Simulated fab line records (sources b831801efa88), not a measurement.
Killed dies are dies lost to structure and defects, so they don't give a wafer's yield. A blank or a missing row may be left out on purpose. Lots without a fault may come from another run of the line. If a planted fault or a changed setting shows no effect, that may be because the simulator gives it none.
Problem report in the 8D (eight disciplines) form, filled by code + flow sky130 + the parts of the form that need people (team, actions taken, sign-off) are left out

== 1. WHAT WENT WRONG ==
LDD_HVP_TW at SKY_LDD_HVP_TW_MEAS_10 reads a mean of 477.6 on 6 wafers of 2 lots; wafers without a fault read 455.8 with a standard deviation of 2.8. That puts it +7.8 standard deviations away from the usual mean.
First observed at day 29 02:25: wafer L437.1, on film metro-04. The record has a number at this step for 39 wafers belonging to 13 lots. The rule behind "out" and "out of limits": a value lying over 4 standard deviations away from the usual mean. All remaining wafers that have a number are taken as sound.

== 2. WHAT IT IS AND WHAT IT IS NOT ==
| question                    | is                           | is not                                                           |
|-----------------------------|------------------------------|------------------------------------------------------------------|
| which readings at this step | LDD_HVP_TW                   | -                                                                |
| which lots                  | L437, L438                   | L415, L417, L419, L421, L422, L423, L424, L425, L426, L427, L436 |
| which wafers of those lots  | all that have a number       | -                                                                |
| read on which gauges        | film metro-02, film metro-04 | film metro-01                                                    |
| when                        | from day 29 02:25            | up to then (33 sound wafers)                                     |

== 3. THE SUSPECTS, EACH WITH WHAT RULES IT OUT ==
Counting: a tool at a process step up to the reading stays a suspect if it ran every lot that is out and no sound lot after the first of them.
- the gauge at SKY_LDD_HVP_TW_MEAS_10: ruled out. 2 gauges (film metro-02, film metro-04) read the wafers that are out.
- implanter-02 at SKY_LDD_HVP_IMPLANT_08: kept. It processed each lot that is out, first L437 at day 29 02:10, and no sound lot thereafter; up to then, the last sound lot it processed was L427 at day 26 00:49. Its own beam energy keV readings are out on those wafers.
After counting, what remains is implanter-02 at SKY_LDD_HVP_IMPLANT_08.

== 4. THE CAUSE (what the simulator had put in) ==
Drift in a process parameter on implanter-02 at SKY_LDD_HVP_IMPLANT_08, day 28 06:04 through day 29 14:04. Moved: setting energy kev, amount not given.
Counting left only this tool.

== 5. SEQUENCE OF EFFECTS, ordered by route ==
Rows list readings where the struck wafers' mean (over those with a number) sits beyond 3 standard deviations from the usual. Scope: only readings with a usual standard deviation given in the record; hours: median across lots of the time from each lot's start at the first step in this table that gives one to its start at this step; sigmas: change in usual standard deviations.
| hours | step                   | reading         | usual  | on struck wafers | change | sigmas      |
|-------|------------------------|-----------------|--------|------------------|--------|-------------|
| 0     | SKY_LDD_HVP_IMPLANT_08 | beam energy keV | 20.002 | 24.623           | +4.621 | +99 or more |
| 0     | SKY_LDD_HVP_TW_MEAS_10 | LDD_HVP_TW      | 455.8  | 477.6            | +21.8  | +7.8        |
Process steps it contains:
- SKY_LDD_HVP_IMPLANT_08
Later measuring or inspecting steps at which every struck wafer that the step has a row for has a number for every such reading, and none has moved that far: SKY_POLY_CUT_CD_MEAS_08.

== 6. HOW IT WOULD HAVE BEEN CAUGHT EARLIER ==
In this record the first reading out of limits at a measuring or inspecting step was taken at day 29 02:25, 20 hours after the fault began at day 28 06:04.
At SKY_LDD_HVP_IMPLANT_08, the tool's own readings (beam energy keV) were out on each struck wafer the step has a row for, so an alarm limit on them would have fired on the first such wafer.
Lots out: 2; of these, L438 started SKY_LDD_HVP_IMPLANT_08 on implanter-02 after day 29 02:25. Putting the tool on hold at that point would have spared it.
